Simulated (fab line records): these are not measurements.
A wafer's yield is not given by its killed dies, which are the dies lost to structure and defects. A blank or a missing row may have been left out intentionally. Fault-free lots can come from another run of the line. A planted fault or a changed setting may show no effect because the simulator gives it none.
Which tool did it? / flow sky130 / 72 wafers from 24 lots sampled at 6 of the route's 708 steps

## WHAT THE GAUGES SHOWED, per wafer
SKY_PASSIVATION_THK_MEAS_01. Usual: PASSIVATION_CVD_00_THK 89.9 nm, standard deviation 1.3.
lot=L074; measured=day 44 00:13; on=film_metro-01; PASSIVATION_CVD_00_THK (nm)=90.4 88.4 90.3; flag=
lot=L075; measured=day 44 04:36; on=film_metro-03; PASSIVATION_CVD_00_THK (nm)=86.8 89.6 88.3; flag=
lot=L076; measured=day 44 16:17; on=film_metro-01; PASSIVATION_CVD_00_THK (nm)=87.9 89.4 91.4; flag=
lot=L077; measured=day 45 01:18; on=film_metro-03; PASSIVATION_CVD_00_THK (nm)=89.0 88.0 91.1; flag=
lot=L078; measured=day 45 01:31; on=film_metro-01; PASSIVATION_CVD_00_THK (nm)=87.3 87.3 88.5; flag=
lot=L079; measured=day 45 12:34; on=film_metro-01; PASSIVATION_CVD_00_THK (nm)=89.7 88.5 90.4; flag=
lot=L080; measured=day 45 21:56; on=film_metro-01; PASSIVATION_CVD_00_THK (nm)=90.5 90.5 91.4; flag=
lot=L081; measured=day 46 05:20; on=film_metro-01; PASSIVATION_CVD_00_THK (nm)=90.1 87.9 89.6; flag=
lot=L082; measured=day 46 06:43; on=film_metro-03; PASSIVATION_CVD_00_THK (nm)=91.2 91.2 91.1; flag=
lot=L083; measured=day 46 11:20; on=film_metro-03; PASSIVATION_CVD_00_THK (nm)=88.1 92.1 89.7; flag=
lot=L084; measured=day 46 15:36; on=film_metro-03; PASSIVATION_CVD_00_THK (nm)=87.9 89.3 90.3; flag=
lot=L085; measured=day 46 22:23; on=film_metro-01; PASSIVATION_CVD_00_THK (nm)=91.0 87.8 90.1; flag=
lot=L086; measured=day 47 04:38; on=film_metro-02; PASSIVATION_CVD_00_THK (nm)=88.2 92.1 90.6; flag=
lot=L087; measured=day 47 10:15; on=film_metro-01; PASSIVATION_CVD_00_THK (nm)=92.0 92.0 88.6; flag=
lot=L088; measured=day 47 13:51; on=film_metro-02; PASSIVATION_CVD_00_THK (nm)=90.0 88.9 92.0; flag=
lot=L089; measured=day 48 01:53; on=film_metro-02; PASSIVATION_CVD_00_THK (nm)=90.2 88.4 91.2; flag=
lot=L090; measured=day 48 09:14; on=film_metro-03; PASSIVATION_CVD_00_THK (nm)=89.6 91.3 91.5; flag=
lot=L091; measured=day 48 09:33; on=film_metro-03; PASSIVATION_CVD_00_THK (nm)=87.8 91.7 88.9; flag=
lot=L092; measured=day 48 11:14; on=film_metro-01; PASSIVATION_CVD_00_THK (nm)=89.7 91.8 90.4; flag=
lot=L093; measured=day 48 20:44; on=film_metro-02; PASSIVATION_CVD_00_THK (nm)=88.2 90.1 89.1; flag=
lot=L094; measured=day 48 22:45; on=film_metro-01; PASSIVATION_CVD_00_THK (nm)=89.4 91.3 91.6; flag=
lot=L095; measured=day 49 08:10; on=film_metro-02; PASSIVATION_CVD_00_THK (nm)=89.8 92.5 91.2; flag=
lot=L096; measured=day 49 17:16; on=film_metro-01; PASSIVATION_CVD_00_THK (nm)=87.7 90.3 90.7; flag=
lot=L097; measured=day 49 21:05; on=film_metro-02; PASSIVATION_CVD_00_THK (nm)=89.1 90.5 90.0; flag=

## EACH LOT AND THE TOOL THAT RAN IT (in order: tool; ch and the chambers of the sampled wafers; start)
lot=L074; SKY_METAL4_SPUTTER_04=pvd_sputter-03, day 39 21:07; SKY_CAP2M_METAL_ETCH_13=rie_metal-02 ch 0,1, day 40 21:23; SKY_METAL4_STRIP_19=plasma_asher-02 ch 0,1, day 41 22:52; SKY_VIA4_SPUTTER_17=pvd_sputter-02, day 43 00:09; SKY_METAL5_SPUTTER_02=pvd_sputter-03, day 43 01:03
lot=L075; SKY_METAL4_SPUTTER_04=pvd_sputter-04, day 40 02:41; SKY_CAP2M_METAL_ETCH_13=rie_metal-01 ch 0,1, day 41 03:20; SKY_METAL4_STRIP_19=plasma_asher-03 ch 1, day 42 04:16; SKY_VIA4_SPUTTER_17=pvd_sputter-01, day 43 04:43; SKY_METAL5_SPUTTER_02=pvd_sputter-03, day 43 05:37
lot=L076; SKY_METAL4_SPUTTER_04=pvd_sputter-03, day 40 14:13; SKY_CAP2M_METAL_ETCH_13=rie_metal-03 ch 0,1, day 41 14:32; SKY_METAL4_STRIP_19=plasma_asher-04 ch 0,1, day 42 15:45; SKY_VIA4_SPUTTER_17=pvd_sputter-01, day 43 16:45; SKY_METAL5_SPUTTER_02=pvd_sputter-04, day 43 17:29
lot=L077; SKY_METAL4_SPUTTER_04=pvd_sputter-03, day 40 23:21; SKY_CAP2M_METAL_ETCH_13=rie_metal-01 ch 0, day 41 23:41; SKY_METAL4_STRIP_19=plasma_asher-02 ch 0,1, day 43 00:17; SKY_VIA4_SPUTTER_17=pvd_sputter-04, day 44 00:22; SKY_METAL5_SPUTTER_02=pvd_sputter-04, day 44 01:07
lot=L078; SKY_METAL4_SPUTTER_04=pvd_sputter-03, day 41 00:08; SKY_CAP2M_METAL_ETCH_13=rie_metal-02 ch 0,1, day 42 00:53; SKY_METAL4_STRIP_19=plasma_asher-02 ch 0,1, day 43 01:25; SKY_VIA4_SPUTTER_17=pvd_sputter-01, day 44 01:56; SKY_METAL5_SPUTTER_02=pvd_sputter-04, day 44 02:41
lot=L079; SKY_METAL4_SPUTTER_04=pvd_sputter-03, day 41 11:55; SKY_CAP2M_METAL_ETCH_13=rie_metal-02 ch 0,1, day 42 12:17; SKY_METAL4_STRIP_19=plasma_asher-02 ch 0,1, day 43 12:40; SKY_VIA4_SPUTTER_17=pvd_sputter-04, day 44 13:21; SKY_METAL5_SPUTTER_02=pvd_sputter-03, day 44 14:05
lot=L080; SKY_METAL4_SPUTTER_04=pvd_sputter-02, day 41 22:10; SKY_CAP2M_METAL_ETCH_13=rie_metal-02 ch 0,1, day 42 21:23; SKY_METAL4_STRIP_19=plasma_asher-02 ch 0,1, day 43 21:37; SKY_VIA4_SPUTTER_17=pvd_sputter-04, day 44 22:46; SKY_METAL5_SPUTTER_02=pvd_sputter-01, day 44 23:30
lot=L081; SKY_METAL4_SPUTTER_04=pvd_sputter-03, day 42 07:58; SKY_CAP2M_METAL_ETCH_13=rie_metal-03 ch 0,1, day 43 06:56; SKY_METAL4_STRIP_19=plasma_asher-04 ch 0,1, day 44 06:38; SKY_VIA4_SPUTTER_17=pvd_sputter-02, day 45 06:24; SKY_METAL5_SPUTTER_02=pvd_sputter-04, day 45 07:08
lot=L082; SKY_METAL4_SPUTTER_04=pvd_sputter-02, day 42 09:16; SKY_CAP2M_METAL_ETCH_13=rie_metal-03 ch 0,1, day 43 08:25; SKY_METAL4_STRIP_19=plasma_asher-03 ch 0,1, day 44 08:16; SKY_VIA4_SPUTTER_17=pvd_sputter-01, day 45 08:08; SKY_METAL5_SPUTTER_02=pvd_sputter-03, day 45 08:53
lot=L083; SKY_METAL4_SPUTTER_04=pvd_sputter-03, day 42 15:02; SKY_CAP2M_METAL_ETCH_13=rie_metal-01 ch 0,1, day 43 13:35; SKY_METAL4_STRIP_19=plasma_asher-04 ch 0,1, day 44 13:37; SKY_VIA4_SPUTTER_17=pvd_sputter-01, day 45 12:53; SKY_METAL5_SPUTTER_02=pvd_sputter-04, day 45 13:37
lot=L084; SKY_METAL4_SPUTTER_04=pvd_sputter-02, day 42 19:04; SKY_CAP2M_METAL_ETCH_13=rie_metal-03 ch 0,1, day 43 17:59; SKY_METAL4_STRIP_19=plasma_asher-03 ch 0,1, day 44 17:31; SKY_VIA4_SPUTTER_17=pvd_sputter-04, day 45 17:20; SKY_METAL5_SPUTTER_02=pvd_sputter-03, day 45 18:04
lot=L085; SKY_METAL4_SPUTTER_04=pvd_sputter-04, day 43 02:13; SKY_CAP2M_METAL_ETCH_13=rie_metal-03 ch 0,1, day 44 01:08; SKY_METAL4_STRIP_19=plasma_asher-04 ch 0,1, day 45 00:29; SKY_VIA4_SPUTTER_17=pvd_sputter-04, day 45 23:29; SKY_METAL5_SPUTTER_02=pvd_sputter-03, day 46 00:13
lot=L086; SKY_METAL4_SPUTTER_04=pvd_sputter-02, day 43 09:40; SKY_CAP2M_METAL_ETCH_13=rie_metal-01 ch 0,1, day 44 08:05; SKY_METAL4_STRIP_19=plasma_asher-03 ch 0, day 45 07:12; SKY_VIA4_SPUTTER_17=pvd_sputter-01, day 46 06:13; SKY_METAL5_SPUTTER_02=pvd_sputter-04, day 46 06:57
lot=L087; SKY_METAL4_SPUTTER_04=pvd_sputter-03, day 43 16:58; SKY_CAP2M_METAL_ETCH_13=rie_metal-01 ch 0,1, day 44 15:06; SKY_METAL4_STRIP_19=plasma_asher-04 ch 0,1, day 45 14:23; SKY_VIA4_SPUTTER_17=pvd_sputter-04, day 46 12:55; SKY_METAL5_SPUTTER_02=pvd_sputter-01, day 46 13:39
lot=L088; SKY_METAL4_SPUTTER_04=pvd_sputter-02, day 43 20:45; SKY_CAP2M_METAL_ETCH_13=rie_metal-01 ch 0,1, day 44 18:50; SKY_METAL4_STRIP_19=plasma_asher-03 ch 0,1, day 45 17:39; SKY_VIA4_SPUTTER_17=pvd_sputter-04, day 46 16:11; SKY_METAL5_SPUTTER_02=pvd_sputter-04, day 46 16:55
lot=L089; SKY_METAL4_SPUTTER_04=pvd_sputter-03, day 44 10:37; SKY_CAP2M_METAL_ETCH_13=rie_metal-02 ch 0, day 45 08:20; SKY_METAL4_STRIP_19=plasma_asher-02 ch 0,1, day 46 06:22; SKY_VIA4_SPUTTER_17=pvd_sputter-02, day 47 04:01; SKY_METAL5_SPUTTER_02=pvd_sputter-03, day 47 04:46
lot=L090; SKY_METAL4_SPUTTER_04=pvd_sputter-02, day 44 18:34; SKY_CAP2M_METAL_ETCH_13=rie_metal-01 ch 0,1, day 45 16:21; SKY_METAL4_STRIP_19=plasma_asher-03 ch 0,1, day 46 14:07; SKY_VIA4_SPUTTER_17=pvd_sputter-02, day 47 11:52; SKY_METAL5_SPUTTER_02=pvd_sputter-03, day 47 12:36
lot=L091; SKY_METAL4_SPUTTER_04=pvd_sputter-03, day 44 19:51; SKY_CAP2M_METAL_ETCH_13=rie_metal-02 ch 0, day 45 16:44; SKY_METAL4_STRIP_19=plasma_asher-02 ch 0,1, day 46 14:32; SKY_VIA4_SPUTTER_17=pvd_sputter-04, day 47 12:28; SKY_METAL5_SPUTTER_02=pvd_sputter-04, day 47 13:12
lot=L092; SKY_METAL4_SPUTTER_04=pvd_sputter-02, day 44 20:53; SKY_CAP2M_METAL_ETCH_13=rie_metal-03 ch 0,1, day 45 18:40; SKY_METAL4_STRIP_19=plasma_asher-04 ch 0,1, day 46 16:30; SKY_VIA4_SPUTTER_17=pvd_sputter-01, day 47 14:22; SKY_METAL5_SPUTTER_02=pvd_sputter-04, day 47 15:06
lot=L093; SKY_METAL4_SPUTTER_04=pvd_sputter-04, day 45 06:44; SKY_CAP2M_METAL_ETCH_13=rie_metal-02 ch 0,1, day 46 03:48; SKY_METAL4_STRIP_19=plasma_asher-03 ch 0,1, day 47 01:25; SKY_VIA4_SPUTTER_17=pvd_sputter-01, day 47 23:31; SKY_METAL5_SPUTTER_02=pvd_sputter-04, day 48 00:15
lot=L094; SKY_METAL4_SPUTTER_04=pvd_sputter-03, day 45 11:03; SKY_CAP2M_METAL_ETCH_13=rie_metal-02 ch 1, day 46 08:11; SKY_METAL4_STRIP_19=plasma_asher-03 ch 0,1, day 47 05:01; SKY_VIA4_SPUTTER_17=pvd_sputter-01, day 48 02:58; SKY_METAL5_SPUTTER_02=pvd_sputter-01, day 48 03:49
lot=L095; SKY_METAL4_SPUTTER_04=pvd_sputter-03, day 45 22:37; SKY_CAP2M_METAL_ETCH_13=rie_metal-03 ch 1, day 46 18:29; SKY_METAL4_STRIP_19=plasma_asher-03 ch 0,1, day 47 15:32; SKY_VIA4_SPUTTER_17=pvd_sputter-04, day 48 12:36; SKY_METAL5_SPUTTER_02=pvd_sputter-01, day 48 13:20
lot=L096; SKY_METAL4_SPUTTER_04=pvd_sputter-04, day 46 08:46; SKY_CAP2M_METAL_ETCH_13=rie_metal-02 ch 0,1, day 47 04:59; SKY_METAL4_STRIP_19=plasma_asher-04 ch 0,1, day 48 02:14; SKY_VIA4_SPUTTER_17=pvd_sputter-04, day 48 22:10; SKY_METAL5_SPUTTER_02=pvd_sputter-03, day 48 22:54
lot=L097; SKY_METAL4_SPUTTER_04=pvd_sputter-02, day 46 14:22; SKY_CAP2M_METAL_ETCH_13=rie_metal-03 ch 0,1, day 47 10:27; SKY_METAL4_STRIP_19=plasma_asher-02 ch 0,1, day 48 06:28; SKY_VIA4_SPUTTER_17=pvd_sputter-02, day 49 02:28; SKY_METAL5_SPUTTER_02=pvd_sputter-01, day 49 03:12
- SKY_METAL4_SPUTTER_04: material TiN, target thk 70 nm, time 58.3 s.
- SKY_CAP2M_METAL_ETCH_13: etches TiN in Cl2/BCl3, stops on SiO2, target depth 220 nm, time 62.9 s.
- SKY_METAL4_STRIP_19: strips in O2/N2.
- SKY_VIA4_SPUTTER_17: material TiN, target thk 20 nm, time 80 s.
- SKY_METAL5_SPUTTER_02: material AlCu, target thk 1150 nm, time 61.2 s.

## AS READ BY THE TOOLS THEMSELVES (means over the sampled wafers that have a number; for cases with no such wafer, the mark the record gives instead)
SKY_METAL4_SPUTTER_04. Usual: throttle_valve_pct reads 30.5 % (standard deviation 0.98).
lot=L074; tool=pvd_sputter-03; throttle_valve_pct (%)=30.4; flag=
lot=L075; tool=pvd_sputter-04; throttle_valve_pct (%)=30.5; flag=
lot=L076; tool=pvd_sputter-03; throttle_valve_pct (%)=30.3; flag=
lot=L077; tool=pvd_sputter-03; throttle_valve_pct (%)=31.0; flag=
lot=L078; tool=pvd_sputter-03; throttle_valve_pct (%)=30.1; flag=
lot=L079; tool=pvd_sputter-03; throttle_valve_pct (%)=30.3; flag=
lot=L080; tool=pvd_sputter-02; throttle_valve_pct (%)=30.8; flag=
lot=L081; tool=pvd_sputter-03; throttle_valve_pct (%)=29.0; flag=
lot=L082; tool=pvd_sputter-02; throttle_valve_pct (%)=31.0; flag=
lot=L083; tool=pvd_sputter-03; throttle_valve_pct (%)=30.1; flag=
lot=L084; tool=pvd_sputter-02; throttle_valve_pct (%)=30.8; flag=
lot=L085; tool=pvd_sputter-04; throttle_valve_pct (%)=29.8; flag=
lot=L086; tool=pvd_sputter-02; throttle_valve_pct (%)=30.9; flag=
lot=L087; tool=pvd_sputter-03; throttle_valve_pct (%)=30.3; flag=
lot=L088; tool=pvd_sputter-02; throttle_valve_pct (%)=30.6; flag=
lot=L089; tool=pvd_sputter-03; throttle_valve_pct (%)=29.2; flag=
lot=L090; tool=pvd_sputter-02; throttle_valve_pct (%)=30.6; flag=
lot=L091; tool=pvd_sputter-03; throttle_valve_pct (%)=30.4; flag=
lot=L092; tool=pvd_sputter-02; throttle_valve_pct (%)=30.6; flag=
lot=L093; tool=pvd_sputter-04; throttle_valve_pct (%)=29.6; flag=
lot=L094; tool=pvd_sputter-03; throttle_valve_pct (%)=31.5; flag=
lot=L095; tool=pvd_sputter-03; throttle_valve_pct (%)=31.5; flag=
lot=L096; tool=pvd_sputter-04; throttle_valve_pct (%)=29.7; flag=
lot=L097; tool=pvd_sputter-02; throttle_valve_pct (%)=30.8; flag=

SKY_CAP2M_METAL_ETCH_13. Usual: drypump_motor_current_A 5.68 A, standard deviation 0.21; oes_product_au 0.940 a.u., standard deviation 0.0079; throttle_valve_pct 21.904 %, standard deviation 0.01.
lot=L074; tool=rie_metal-02; drypump_motor_current_A (A)=5.72; oes_product_au (a.u.)=0.945; throttle_valve_pct (%)=21.901; flag=
lot=L075; tool=rie_metal-01; drypump_motor_current_A (A)=5.88; oes_product_au (a.u.)=0.948; throttle_valve_pct (%)=21.899; flag=
lot=L076; tool=rie_metal-03; drypump_motor_current_A (A)=5.52; oes_product_au (a.u.)=0.938; throttle_valve_pct (%)=21.910; flag=
lot=L077; tool=rie_metal-01; drypump_motor_current_A (A)=6.07; oes_product_au (a.u.)=0.942; throttle_valve_pct (%)=21.908; flag=
lot=L078; tool=rie_metal-02; drypump_motor_current_A (A)=5.60; oes_product_au (a.u.)=0.947; throttle_valve_pct (%)=21.884; flag=
lot=L079; tool=rie_metal-02; drypump_motor_current_A (A)=5.71; oes_product_au (a.u.)=0.947; throttle_valve_pct (%)=21.898; flag=
lot=L080; tool=rie_metal-02; drypump_motor_current_A (A)=5.58; oes_product_au (a.u.)=0.934; throttle_valve_pct (%)=21.908; flag=
lot=L081; tool=rie_metal-03; drypump_motor_current_A (A)=5.57; oes_product_au (a.u.)=0.942; throttle_valve_pct (%)=21.905; flag=
lot=L082; tool=rie_metal-03; drypump_motor_current_A (A)=5.57; oes_product_au (a.u.)=0.939; throttle_valve_pct (%)=21.904; flag=
lot=L083; tool=rie_metal-01; drypump_motor_current_A (A)=5.90; oes_product_au (a.u.)=0.940; throttle_valve_pct (%)=21.903; flag=
lot=L084; tool=rie_metal-03; drypump_motor_current_A (A)=5.50; oes_product_au (a.u.)=0.948; throttle_valve_pct (%)=21.901; flag=
lot=L085; tool=rie_metal-03; drypump_motor_current_A (A)=5.52; oes_product_au (a.u.)=0.942; throttle_valve_pct (%)=21.900; flag=
lot=L086; tool=rie_metal-01; drypump_motor_current_A (A)=5.72; oes_product_au (a.u.)=0.938; throttle_valve_pct (%)=21.910; flag=
lot=L087; tool=rie_metal-01; drypump_motor_current_A (A)=5.74; oes_product_au (a.u.)=0.931; throttle_valve_pct (%)=21.904; flag=
lot=L088; tool=rie_metal-01; drypump_motor_current_A (A)=5.89; oes_product_au (a.u.)=0.934; throttle_valve_pct (%)=21.909; flag=
lot=L089; tool=rie_metal-02; drypump_motor_current_A (A)=5.82; oes_product_au (a.u.)=0.945; throttle_valve_pct (%)=21.906; flag=
lot=L090; tool=rie_metal-01; drypump_motor_current_A (A)=5.90; oes_product_au (a.u.)=0.934; throttle_valve_pct (%)=21.900; flag=
lot=L091; tool=rie_metal-02; drypump_motor_current_A (A)=5.86; oes_product_au (a.u.)=0.932; throttle_valve_pct (%)=21.903; flag=
lot=L092; tool=rie_metal-03; drypump_motor_current_A (A)=5.58; oes_product_au (a.u.)=0.946; throttle_valve_pct (%)=21.901; flag=
lot=L093; tool=rie_metal-02; drypump_motor_current_A (A)=5.59; oes_product_au (a.u.)=0.938; throttle_valve_pct (%)=21.902; flag=
lot=L094; tool=rie_metal-02; drypump_motor_current_A (A)=5.47; oes_product_au (a.u.)=0.938; throttle_valve_pct (%)=21.908; flag=
lot=L095; tool=rie_metal-03; drypump_motor_current_A (A)=5.46; oes_product_au (a.u.)=0.946; throttle_valve_pct (%)=21.909; flag=
lot=L096; tool=rie_metal-02; drypump_motor_current_A (A)=5.59; oes_product_au (a.u.)=0.944; throttle_valve_pct (%)=21.889; flag=
lot=L097; tool=rie_metal-03; drypump_motor_current_A (A)=5.51; oes_product_au (a.u.)=0.936; throttle_valve_pct (%)=21.917; flag=

SKY_METAL4_STRIP_19. Usual: drypump_motor_current_A 6.10 A, standard deviation 0.21; n2_flow_sccm 299.8 sccm, standard deviation 0.95; oes_product_au 0.505 a.u., standard deviation 0.0064; strip_time_to_endpoint_s 6.63 s, standard deviation 0.11.
lot=L074; tool=plasma_asher-02; drypump_motor_current_A (A)=6.23; n2_flow_sccm (sccm)=299.3; oes_product_au (a.u.)=0.499; strip_time_to_endpoint_s (s)=6.50; flag=
lot=L075; tool=plasma_asher-03; drypump_motor_current_A (A)=6.18; n2_flow_sccm (sccm)=299.5; oes_product_au (a.u.)=0.502; strip_time_to_endpoint_s (s)=6.55; flag=
lot=L076; tool=plasma_asher-04; drypump_motor_current_A (A)=6.13; n2_flow_sccm (sccm)=300.1; oes_product_au (a.u.)=0.499; strip_time_to_endpoint_s (s)=6.49; flag=
lot=L077; tool=plasma_asher-02; drypump_motor_current_A (A)=6.26; n2_flow_sccm (sccm)=299.7; oes_product_au (a.u.)=0.500; strip_time_to_endpoint_s (s)=6.55; flag=
lot=L078; tool=plasma_asher-02; drypump_motor_current_A (A)=6.23; n2_flow_sccm (sccm)=300.6; oes_product_au (a.u.)=0.506; strip_time_to_endpoint_s (s)=6.69; flag=
lot=L079; tool=plasma_asher-02; drypump_motor_current_A (A)=6.26; n2_flow_sccm (sccm)=299.0; oes_product_au (a.u.)=0.508; strip_time_to_endpoint_s (s)=6.68; flag=
lot=L080; tool=plasma_asher-02; drypump_motor_current_A (A)=6.16; n2_flow_sccm (sccm)=300.5; oes_product_au (a.u.)=0.501; strip_time_to_endpoint_s (s)=6.55; flag=
lot=L081; tool=plasma_asher-04; drypump_motor_current_A (A)=6.14; n2_flow_sccm (sccm)=300.5; oes_product_au (a.u.)=0.508; strip_time_to_endpoint_s (s)=6.73; flag=
lot=L082; tool=plasma_asher-03; drypump_motor_current_A (A)=5.86; n2_flow_sccm (sccm)=300.1; oes_product_au (a.u.)=0.504; strip_time_to_endpoint_s (s)=6.67; flag=
lot=L083; tool=plasma_asher-04; drypump_motor_current_A (A)=6.15; n2_flow_sccm (sccm)=299.9; oes_product_au (a.u.)=0.503; strip_time_to_endpoint_s (s)=6.64; flag=
lot=L084; tool=plasma_asher-03; drypump_motor_current_A (A)=6.01; n2_flow_sccm (sccm)=300.5; oes_product_au (a.u.)=0.503; strip_time_to_endpoint_s (s)=6.54; flag=
lot=L085; tool=plasma_asher-04; drypump_motor_current_A (A)=6.15; n2_flow_sccm (sccm)=300.0; oes_product_au (a.u.)=0.512; strip_time_to_endpoint_s (s)=6.78; flag=
lot=L086; tool=plasma_asher-03; drypump_motor_current_A (A)=5.71; n2_flow_sccm (sccm)=300.7; oes_product_au (a.u.)=0.506; strip_time_to_endpoint_s (s)=6.71; flag=
lot=L087; tool=plasma_asher-04; drypump_motor_current_A (A)=6.18; n2_flow_sccm (sccm)=301.1; oes_product_au (a.u.)=0.507; strip_time_to_endpoint_s (s)=6.72; flag=
lot=L088; tool=plasma_asher-03; drypump_motor_current_A (A)=5.87; n2_flow_sccm (sccm)=299.0; oes_product_au (a.u.)=0.507; strip_time_to_endpoint_s (s)=6.73; flag=
lot=L089; tool=plasma_asher-02; drypump_motor_current_A (A)=6.25; n2_flow_sccm (sccm)=298.4; oes_product_au (a.u.)=0.501; strip_time_to_endpoint_s (s)=6.60; flag=
lot=L090; tool=plasma_asher-03; drypump_motor_current_A (A)=6.02; n2_flow_sccm (sccm)=299.4; oes_product_au (a.u.)=0.502; strip_time_to_endpoint_s (s)=6.58; flag=
lot=L091; tool=plasma_asher-02; drypump_motor_current_A (A)=6.18; n2_flow_sccm (sccm)=299.8; oes_product_au (a.u.)=0.505; strip_time_to_endpoint_s (s)=6.68; flag=
lot=L092; tool=plasma_asher-04; drypump_motor_current_A (A)=6.14; n2_flow_sccm (sccm)=300.2; oes_product_au (a.u.)=0.509; strip_time_to_endpoint_s (s)=6.66; flag=
lot=L093; tool=plasma_asher-03; drypump_motor_current_A (A)=6.02; n2_flow_sccm (sccm)=301.1; oes_product_au (a.u.)=0.506; strip_time_to_endpoint_s (s)=6.77; flag=
lot=L094; tool=plasma_asher-03; drypump_motor_current_A (A)=6.01; n2_flow_sccm (sccm)=299.8; oes_product_au (a.u.)=0.503; strip_time_to_endpoint_s (s)=6.65; flag=
lot=L095; tool=plasma_asher-03; drypump_motor_current_A (A)=6.02; n2_flow_sccm (sccm)=299.3; oes_product_au (a.u.)=0.501; strip_time_to_endpoint_s (s)=6.55; flag=
lot=L096; tool=plasma_asher-04; drypump_motor_current_A (A)=6.20; n2_flow_sccm (sccm)=299.0; oes_product_au (a.u.)=0.508; strip_time_to_endpoint_s (s)=6.68; flag=
lot=L097; tool=plasma_asher-02; drypump_motor_current_A (A)=6.27; n2_flow_sccm (sccm)=300.0; oes_product_au (a.u.)=0.493; strip_time_to_endpoint_s (s)=6.48; flag=

SKY_VIA4_SPUTTER_17. Usual: throttle_valve_pct reads 29.6 % (standard deviation 1.3).
lot=L074; tool=pvd_sputter-02; throttle_valve_pct (%)=30.7; flag=
lot=L075; tool=pvd_sputter-01; throttle_valve_pct (%)=28.2; flag=
lot=L076; tool=pvd_sputter-01; throttle_valve_pct (%)=30.0; flag=
lot=L077; tool=pvd_sputter-04; throttle_valve_pct (%)=30.2; flag=
lot=L078; tool=pvd_sputter-01; throttle_valve_pct (%)=29.5; flag=
lot=L079; tool=pvd_sputter-04; throttle_valve_pct (%)=30.1; flag=
lot=L080; tool=pvd_sputter-04; throttle_valve_pct (%)=30.1; flag=
lot=L081; tool=pvd_sputter-02; throttle_valve_pct (%)=30.8; flag=
lot=L082; tool=pvd_sputter-01; throttle_valve_pct (%)=28.8; flag=
lot=L083; tool=pvd_sputter-01; throttle_valve_pct (%)=28.3; flag=
lot=L084; tool=pvd_sputter-04; throttle_valve_pct (%)=30.0; flag=
lot=L085; tool=pvd_sputter-04; throttle_valve_pct (%)=30.0; flag=
lot=L086; tool=pvd_sputter-01; throttle_valve_pct (%)=28.3; flag=
lot=L087; tool=pvd_sputter-04; throttle_valve_pct (%)=30.2; flag=
lot=L088; tool=pvd_sputter-04; throttle_valve_pct (%)=30.0; flag=
lot=L089; tool=pvd_sputter-02; throttle_valve_pct (%)=31.1; flag=
lot=L090; tool=pvd_sputter-02; throttle_valve_pct (%)=30.6; flag=
lot=L091; tool=pvd_sputter-04; throttle_valve_pct (%)=30.3; flag=
lot=L092; tool=pvd_sputter-01; throttle_valve_pct (%)=28.4; flag=
lot=L093; tool=pvd_sputter-01; throttle_valve_pct (%)=27.2; flag=
lot=L094; tool=pvd_sputter-01; throttle_valve_pct (%)=28.4; flag=
lot=L095; tool=pvd_sputter-04; throttle_valve_pct (%)=30.1; flag=
lot=L096; tool=pvd_sputter-04; throttle_valve_pct (%)=29.8; flag=
lot=L097; tool=pvd_sputter-02; throttle_valve_pct (%)=30.7; flag=

SKY_METAL5_SPUTTER_02. Usual: throttle_valve_pct reads 30.0 % (standard deviation 1.2).
lot=L074; tool=pvd_sputter-03; throttle_valve_pct (%)=31.0; flag=
lot=L075; tool=pvd_sputter-03; throttle_valve_pct (%)=30.2; flag=
lot=L076; tool=pvd_sputter-04; throttle_valve_pct (%)=29.7; flag=
lot=L077; tool=pvd_sputter-04; throttle_valve_pct (%)=30.3; flag=
lot=L078; tool=pvd_sputter-04; throttle_valve_pct (%)=29.8; flag=
lot=L079; tool=pvd_sputter-03; throttle_valve_pct (%)=30.3; flag=
lot=L080; tool=pvd_sputter-01; throttle_valve_pct (%)=28.5; flag=
lot=L081; tool=pvd_sputter-04; throttle_valve_pct (%)=30.0; flag=
lot=L082; tool=pvd_sputter-03; throttle_valve_pct (%)=30.2; flag=
lot=L083; tool=pvd_sputter-04; throttle_valve_pct (%)=30.5; flag=
lot=L084; tool=pvd_sputter-03; throttle_valve_pct (%)=31.4; flag=
lot=L085; tool=pvd_sputter-03; throttle_valve_pct (%)=31.3; flag=
lot=L086; tool=pvd_sputter-04; throttle_valve_pct (%)=29.9; flag=
lot=L087; tool=pvd_sputter-01; throttle_valve_pct (%)=29.7; flag=
lot=L088; tool=pvd_sputter-04; throttle_valve_pct (%)=30.0; flag=
lot=L089; tool=pvd_sputter-03; throttle_valve_pct (%)=30.2; flag=
lot=L090; tool=pvd_sputter-03; throttle_valve_pct (%)=29.2; flag=
lot=L091; tool=pvd_sputter-04; throttle_valve_pct (%)=29.9; flag=
lot=L092; tool=pvd_sputter-04; throttle_valve_pct (%)=30.0; flag=
lot=L093; tool=pvd_sputter-04; throttle_valve_pct (%)=29.8; flag=
lot=L094; tool=pvd_sputter-01; throttle_valve_pct (%)=29.0; flag=
lot=L095; tool=pvd_sputter-01; throttle_valve_pct (%)=29.5; flag=
lot=L096; tool=pvd_sputter-03; throttle_valve_pct (%)=30.4; flag=
lot=L097; tool=pvd_sputter-01; throttle_valve_pct (%)=28.5; flag=

## THE ANSWER, worked out from the rows above alone
Rule: a lot is off if the mean of its wafers that have a number lies more than 3 standard deviations from the usual mean. A lot without any number at a reading at which 4 lots or more have one is off too. All remaining lots with rows at the step are treated as sound. After the gauges, taken in route order, come the tools' own readings; for these a lot's mean is taken, as printed above. At the first step where some lot is off, the reading lying furthest off is the one used; lots without a number count as furthest.
Across all readings shown, no lot is off: no conclusion can be drawn from this.

## WHAT WAS PUT IN BY THE SIMULATOR
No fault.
